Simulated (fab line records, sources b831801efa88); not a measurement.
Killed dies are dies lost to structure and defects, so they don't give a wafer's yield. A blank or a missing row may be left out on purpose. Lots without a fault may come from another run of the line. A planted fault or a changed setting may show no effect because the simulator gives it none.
fab line records | flow sfq_line
record lots=5 wafers=15 last_day=80
route steps=325 shown L0@4 L0V@16 M0@28
lots that met no fault: from a run of the same line without faults
start_h: hours from the record's first day to the start of the lot's first wafer shown | wait_h: hours since the lot's step before | " the same as in the row above | L1.1+2: a row that stands for several wafers | - no value, or no start given | * or withheld: withheld | < > ~ a bound
route shown NAME@n: a module of which the file shows steps, and the number in the route of the first | usual: mean/standard deviation of fault-free wafers | same: alike in all rows | chamber/n: place in a boat | sites: the reading at each site | _std_site: their standard deviation | _edge_site: outer sites' mean less inner sites' | radius_mm: how far each site lies from the wafer's centre | mask NAME#n: copy n | behind: the tool/chamber that last shaped the wafer | hold: why the lot was held/for how many hours/how that ended | device: the transistor (n, p or np) that didn't switch | end of line: the same wafers' tests at the end of the route | a step without rows: its recipe alone | killed: dies lost to structure and defects at the first sort, not the wafer's yield | map: a wafer's dies, x killed, . not, _ none there
set.NAME: the setting as run; set.NAME@STEP: as run at that earlier step | model.NAME: the simulator's own value behind a step, which no gauge read
lots at some steps of the route; a table a step, a row a wafer
services: from which hour (start_h, from the record's first day; less than 0 if before it) a tool's chamber was out of use, for how many hours, and why
## steps
# step SFQ_L0_RS_MEAS_901
# recipe thk_meas_gauge=four-point-probe reads=MoNx_KI_of_TRILAYER_L0_DEP_SPUTTER_003
# usual L0_MONX_KI_RS=43.4/0.37
# columns lot.wafer tool chamber start_h wait_h L0_MONX_KI_RS[ohm/sq]
L488.1 film_metro-02 - 17.56 0.0 43.4
L488.2 " - " " 43.1
L488.6 " - " " 43.5
L490.2 film_metro-02 - 27.58 0.1 42.6
L490.3 " - " " 42.6
L490.4 " - " " 42.7
L497.2 film_metro-02 - 62.58 0.1 43.6
L497.5 " - " " 43.0
L497.6 " - " " 43.5
L506.1 film_metro-02 - 107.56 0.0 43.4
L506.4 " - " " 43.0
L506.6 " - " " 42.6
L507.1 film_metro-04 - 112.56 0.0 43.8
L507.3 " - " " 44.0
L507.6 " - " " 44.1
# step SFQ_L0_THK_MEAS_902
# recipe thk_meas_gauge=xrf reads=MoNx_KI_of_TRILAYER_L0_DEP_SPUTTER_003
# usual L0_MONX_KI_THK=40.8/0.39
# columns lot.wafer tool chamber start_h wait_h L0_MONX_KI_THK[nm]
L488.1 film_metro-02 - 17.68 0.1 40.6
L488.2 " - " " 40.7
L488.6 " - " " 40.8
L490.2 film_metro-02 - 27.69 0.1 41.8
L490.3 " - " " 41.6
L490.4 " - " " 41.5
L497.2 film_metro-02 - 62.69 0.1 40.5
L497.5 " - " " 41.1
L497.6 " - " " 40.7
L506.1 film_metro-02 - 107.68 0.1 40.7
L506.4 " - " " 41.2
L506.6 " - " " 41.5
L507.1 film_metro-04 - 112.68 0.1 40.4
L507.3 " - " " 40.2
L507.6 " - " " 40.0
# step SFQ_TRILAYER_L0_LITHO_COAT_010
# recipe resist=BARC spin_rpm=3000 resist_thk_nm=62
# step SFQ_TRILAYER_L0_LITHO_COAT_005
# recipe resist=KrF spin_rpm=3000 resist_thk_nm=600
# step SFQ_TRILAYER_L0_LITHO_SOFTBAKE_009
# recipe temp_c=withheld time_s=withheld resist=KrF
# step SFQ_TRILAYER_L0_LITHO_EXPOSE_006
# recipe mask_id=L0 na=0.6 source_shape=conventional sigma_outer=0.65 target_cd_nm=2000 dose_mj=14.4
# step SFQ_TRILAYER_L0_LITHO_PEB_008
# recipe peb_temp_c=115 peb_time_s=60 resist=KrF
# step SFQ_TRILAYER_L0_LITHO_DEVELOP_007
# recipe time_s=60 resist=KrF
# step SFQ_TRILAYER_L0_BARC_OPEN_METAL_ETCH_010
# recipe mask_material=PR chemistry=O2 target_depth_nm=125 target=BARC icp_w=600 bias_w=80 pressure_mtorr=10 time_s=41.7
# step SFQ_TRILAYER_L0_ETCH_METAL_ETCH_008
# recipe target=MoNx_KI stop_on=SiO2 mask_material=PR chemistry=SF6/O2 target_depth_nm=50 icp_w=600 bias_w=80 pressure_mtorr=10 time_s=25
# usual drypump_motor_current_A=5.9/0.37 oes_product_au=0.875/0.0059
# columns lot.wafer tool chamber start_h wait_h drypump_motor_current_A oes_product_au rf_hours_counter_h
L488.1 rie_metal-02 0 36.84 0.0 6.5 0.879 125
L488.2 " 1 " " 5.2 0.877 187
L488.6 " 0 " " 6.5 0.871 -
L490.2 rie_metal-01 0 88.02 0.0 5.7 0.884 16
L490.3 " 0 " " 5.8 0.879 -
L490.4 " 1 " " 5.7 0.883 -
L497.2 rie_metal-01 1 137.56 0.0 5.7 0.875 60
L497.5 " 1 " " 5.7 0.877 -
L497.6 " 0 " " 5.8 0.883 -
L506.1 rie_metal-02 0 195.39 0.0 6.5 0.876 154
L506.4 " 1 " " 5.2 0.888 -
L506.6 " 0 " " 6.5 0.886 -
L507.1 rie_metal-01 0 200.19 0.0 5.8 0.881 36
L507.3 " 0 " " 5.8 0.864 -
L507.6 " 0 " " 5.8 0.875 -
# step SFQ_TRILAYER_L0_STRIP_STRIP_009
# recipe gas=O2 power_w=200 platen_temp_c=40 overash_fraction=0.65 chemistry=O2 pressure_mtorr=50
# usual drypump_motor_current_A=5.9/0.37 oes_product_au=0.997/0.0098
# columns lot.wafer tool chamber start_h wait_h drypump_motor_current_A oes_product_au rf_hours_counter_h
L488.1 rie_metal-02 0 36.89 0.0 6.5 1.014 125
L488.2 " 1 " " 5.2 1.010 187
L488.6 " 0 " " 6.5 1.016 -
L490.2 rie_metal-01 0 88.06 0.0 5.8 0.982 16
L490.3 " 0 " " 5.8 0.987 -
L490.4 " 1 " " 5.7 0.990 -
L497.2 rie_metal-01 1 137.60 0.0 5.8 0.988 60
L497.5 " 1 " " 5.7 0.988 -
L497.6 " 0 " " 5.8 1.005 -
L506.1 rie_metal-02 0 195.43 0.0 6.5 1.004 154
L506.4 " 1 " " 5.2 1.006 -
L506.6 " 0 " " 6.5 1.004 -
L507.1 rie_metal-01 0 200.23 0.0 5.8 0.989 37
L507.3 " 0 " " 5.8 0.986 -
L507.6 " 0 " " 5.8 0.988 -
# step SFQ_TRILAYER_L0_STRIP_SOLV_CLEAN_010
# recipe chemistry=NMP temp_c=70 time_s=600
# step SFQ_TRILAYER_L0_CAP_PECVD_011
# recipe material=SiO2 temp_c=150 time_s=13.333 pressure_torr=2.4 rf_w=183.3 precursor=SiH4/N2O target_thk_nm=60
# usual heater_power_w=84/7.1 throttle_valve_pct=25.4/2.9
# columns lot.wafer tool chamber start_h wait_h heater_power_w throttle_valve_pct model.SiO2_of_TRILAYER_L0_CAP_PECVD_011.thk_nm
L488.1 pecvd-04 0 37.68 0.0 90 22.7 58.06
L488.2 " 1 " " 73 23.6 59.17
L488.6 " 1 " " 71 23.7 60.14
L490.2 pecvd-03 2 88.84 0.0 92 27.5 58.67
L490.3 " 0 " " 85 30.2 59.67
L490.4 " 2 " " 91 27.5 59.32
L497.2 pecvd-01 1 138.38 0.0 92 24.1 57.79
L497.5 " 2 " " 85 25.6 57.32
L497.6 " 1 " " 94 24.3 58.88
L506.1 pecvd-04 2 196.21 0.0 76 22.8 59.99
L506.4 " 0 " " 90 22.7 60.51
L506.6 " 1 " " 64 23.9 60.71
L507.1 pecvd-04 1 201.01 0.0 72 24.1 59.06
L507.3 " 0 " " 95 22.7 59.29
L507.6 " 2 " " 86 23.0 60.38
# step SFQ_TRILAYER_L0_VIA_LITHO_COAT_018
# recipe resist=BARC spin_rpm=3000 resist_thk_nm=62
# step SFQ_TRILAYER_L0_VIA_LITHO_COAT_013
# recipe resist=KrF spin_rpm=3000 resist_thk_nm=650
# step SFQ_TRILAYER_L0_VIA_LITHO_SOFTBAKE_017
# recipe temp_c=withheld time_s=withheld resist=KrF
# step SFQ_TRILAYER_L0_VIA_LITHO_EXPOSE_014
# recipe mask_id=L0V na=0.6 source_shape=conventional sigma_outer=0.65 target_cd_nm=700 dose_mj=21.3
# step SFQ_TRILAYER_L0_VIA_LITHO_PEB_016
# recipe peb_temp_c=115 peb_time_s=60 resist=KrF
# step SFQ_TRILAYER_L0_VIA_LITHO_DEVELOP_015
# recipe time_s=60 resist=KrF
# step SFQ_L0V_OVL_MEAS_903
# usual L0V_OVL=3/5.1
# columns lot.wafer tool chamber start_h wait_h L0V_OVL[nm]
L488.1 overlay-02 - 95.16 0.1 4
L488.2 " - " " 4
L488.6 " - " " -1
L490.2 overlay-01 - 177.33 0.1 -13
L490.3 " - " " -1
L490.4 " - " " -7
L497.2 overlay-01 - 234.08 0.1 -3
L497.5 " - " " 3
L497.6 " - " " -2
L506.1 overlay-02 - 300.14 0.1 5
L506.4 " - " " 11
L506.6 " - " " 2
L507.1 overlay-01 - 307.34 0.1 4
L507.3 " - " " 8
L507.6 " - " " 8
# step SFQ_TRILAYER_L0_VIA_BARC_OPEN_VIA_ETCH_021
# recipe mask_material=PR chemistry=O2 target_depth_nm=125 target=BARC source_w=500 bias_w=80 pressure_mtorr=30 time_s=41.7
# usual drypump_motor_current_A=5.6/0.59 oes_product_au=0.686/0.005
# columns lot.wafer tool chamber start_h wait_h drypump_motor_current_A oes_product_au rf_hours_counter_h
L488.1 rie_diel-01 2 95.19 0.0 5.1 0.689 158
L488.2 " 1 " " 4.8 0.684 98
L488.6 " 3 " " 4.9 0.677 -
L490.2 rie_diel-01 3 177.36 0.0 4.9 0.691 49
L490.3 " 2 " " 5.1 0.687 0
L490.4 " 0 " " 6.6 0.684 135
L497.2 rie_diel-04 2 234.11 0.0 6.1 0.691 67
L497.5 " 0 " " 6.1 0.687 -
L497.6 " 3 " " 5.5 0.684 -
L506.1 rie_diel-01 1 300.17 0.0 4.8 0.679 100
L506.4 " 2 " " 5.1 0.686 2
L506.6 " 3 " " 4.9 0.690 -
L507.1 rie_diel-04 1 307.37 0.0 5.4 0.688 68
L507.3 " 2 " " 6.1 0.687 68
L507.6 " 0 " " 6.2 0.687 -
# step SFQ_TRILAYER_L0_VIA_ETCH_VIA_ETCH_016
# recipe target=SiO2 stop_on=MoNx_KI mask_material=PR chemistry=CHF3 target_depth_nm=80 source_w=500 bias_w=80 pressure_mtorr=30 time_s=withheld
# usual drypump_motor_current_A=5.6/0.59 oes_product_au=0.841/0.0075
# columns lot.wafer tool chamber start_h wait_h drypump_motor_current_A oes_product_au model.L0V.feature_depth_nm model.etch.depth_nm
L488.1 rie_diel-01 2 95.23 0.0 5.1 0.829 58.06 58.06
L488.2 " 1 " " 4.8 0.836 59.17 59.17
L488.6 " 3 " " 4.9 0.835 60.14 60.14
L490.2 rie_diel-01 3 177.40 0.0 4.9 0.834 58.67 58.67
L490.3 " 2 " " 5.1 0.842 59.67 59.67
L490.4 " 0 " " 6.6 0.839 59.32 59.32
L497.2 rie_diel-04 2 234.15 0.0 6.1 0.833 57.79 57.79
L497.5 " 0 " " 6.1 0.819 57.32 57.32
L497.6 " 3 " " 5.5 0.835 58.88 58.88
L506.1 rie_diel-01 1 300.21 0.0 4.8 0.837 59.99 59.99
L506.4 " 2 " " 5.2 0.849 60.51 60.51
L506.6 " 3 " " 4.9 0.847 60.71 60.71
L507.1 rie_diel-04 1 307.41 0.0 5.4 0.837 59.06 59.06
L507.3 " 2 " " 6.1 0.830 59.29 59.29
L507.6 " 0 " " 6.1 0.852 60.38 60.38
# step SFQ_TRILAYER_L0_VIA_STRIP_STRIP_017
# recipe gas=O2 power_w=200 platen_temp_c=40 overash_fraction=0.65 chemistry=O2 pressure_mtorr=50
# usual drypump_motor_current_A=5.9/0.41 oes_product_au=1.003/0.009
# columns lot.wafer tool chamber start_h wait_h drypump_motor_current_A oes_product_au rf_hours_counter_h
L488.1 rie_metal-04 1 95.28 - 5.7 0.999 15
L488.2 " 0 " " 6.3 1.011 77
L488.6 " 1 " " 5.7 0.996 -
L490.2 rie_metal-04 1 177.45 - 5.7 1.011 30
L490.3 " 0 " " 6.3 0.992 -
L490.4 " 1 " " 5.7 1.003 -
L497.2 rie_metal-01 0 234.20 - 5.8 1.000 43
L497.5 " 1 " " 5.8 0.993 -
L497.6 " 0 " " 5.8 0.995 -
L506.1 rie_metal-01 1 300.26 - 5.7 1.007 90
L506.4 " 0 " " 5.8 0.996 -
L506.6 " 1 " " 5.7 1.018 -
L507.1 rie_metal-04 0 307.46 - 6.3 1.007 117
L507.3 " 0 " " 6.3 1.006 -
L507.6 " 0 " " 6.3 0.997 -
# step SFQ_TRILAYER_L0_VIA_STRIP_SOLV_CLEAN_018
# recipe chemistry=NMP temp_c=70 time_s=600
# step SFQ_TRILAYER_M0_DEP_PRE_CLEAN_020
# recipe gas=Ar time_s=15 bias_v=250
# columns lot.wafer tool chamber start_h wait_h model.SiO2_of_TRILAYER_L0_CAP_PECVD_011.thk_nm
L488.1 pvd_sputter-03 - 96.05 0.0 53.06
L488.2 " - " " 54.17
L488.6 " - " " 55.15
L490.2 pvd_sputter-04 - 178.24 0.0 53.67
L490.3 " - " " 54.67
L490.4 " - " " 54.32
L497.2 pvd_sputter-06 - 234.97 0.0 52.79
L497.5 " - " " 52.32
L497.6 " - " " 53.88
L506.1 pvd_sputter-03 - 301.03 0.0 54.99
L506.4 " - " " 55.51
L506.6 " - " " 55.71
L507.1 pvd_sputter-06 - 308.23 0.0 54.06
L507.3 " - " " 54.29
L507.6 " - " " 55.38
# step SFQ_TRILAYER_M0_DEP_SPUTTER_019
# recipe material=Nb base_pressure_pa=1.33e-06 chamber_pressure_pa=0.1333 substrate_temp_c=20 resputter_cathode_voltage_v=400 target_thk_nm=200 power_w=2000 time_s=133.3
# usual throttle_valve_pct=30.1/1.4
# columns lot.wafer tool chamber start_h wait_h throttle_valve_pct
L488.1 pvd_sputter-03 - 96.08 0.0 28.1
L488.2 " - " " 32.2
L488.6 " - " " 32.3
L490.2 pvd_sputter-04 - 178.26 0.0 30.2
L490.3 " - " " 31.4
L490.4 " - " " 31.2
L497.2 pvd_sputter-06 - 235.00 0.0 31.0
L497.5 " - " " 28.8
L497.6 " - " " 30.8
L506.1 pvd_sputter-03 - 301.06 0.0 32.3
L506.4 " - " " 30.7
L506.6 " - " " 32.2
L507.1 pvd_sputter-06 - 308.26 0.0 28.8
L507.3 " - " " 31.2
L507.6 " - " " 28.9
## services
# columns tool chamber start_h hours kind
rie_diel-04 3 14.32 17.8 repair
rie_diel-01 0 25.48 5.4 repair
pecvd-03 - 36.02 2.8 pm
pvd_sputter-04 - 45.79 2.7 repair
rie_metal-04 - 50.19 1.2 repair
pvd_sputter-03 - 59.07 7.8 repair
rie_diel-04 2 60.46 3.6 repair
pvd_sputter-03 - 68.72 4.0 repair
pecvd-04 2 92.08 11.6 repair
pvd_sputter-06 - 104.58 1.2 repair
rie_diel-01 2 123.19 7.2 repair
pvd_sputter-04 - 123.44 7.9 repair
rie_diel-04 3 123.48 5.8 repair
pvd_sputter-03 - 189.83 4.6 repair
pvd_sputter-04 - 201.76 7.9 repair
rie_diel-04 0 238.69 5.1 repair
pecvd-04 - 243.69 1.3 repair
rie_metal-04 1 246.56 21.5 repair
rie_diel-01 0 264.88 2.8 repair
pvd_sputter-04 - 272.09 2.9 repair
pvd_sputter-03 - 287.11 3.2 repair
pvd_sputter-04 - 293.06 34.3 repair
rie_diel-04 3 293.92 6.5 repair
rie_diel-01 - 298.85 1.2 repair
## key
first_sign none at tools or gauges
model_effect step=SFQ_TRILAYER_L0_CAP_PECVD_011 value=SiO2_of_TRILAYER_L0_CAP_PECVD_011.thk_nm without=60.61 struck=57.99
model_effect step=SFQ_TRILAYER_L0_VIA_ETCH_VIA_ETCH_016 value=L0V.feature_depth_nm without=60.61 struck=57.99
model_effect step=SFQ_TRILAYER_M0_DEP_PRE_CLEAN_020 value=SiO2_of_TRILAYER_L0_CAP_PECVD_011.thk_nm without=55.61 struck=52.99
met_at SFQ_TRILAYER_L0_CAP_PECVD_011
struck_wafers L497.2,L497.5,L497.6
fault kind=process_parameter_drift tool=pecvd-01 chamber=- onset_h=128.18 steps=SFQ_TRILAYER_L0_CAP_PECVD_011 channel=target_thk_nm offset=-2.61 shape=step end_h=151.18 acts_in=these_recipes_only stated=60
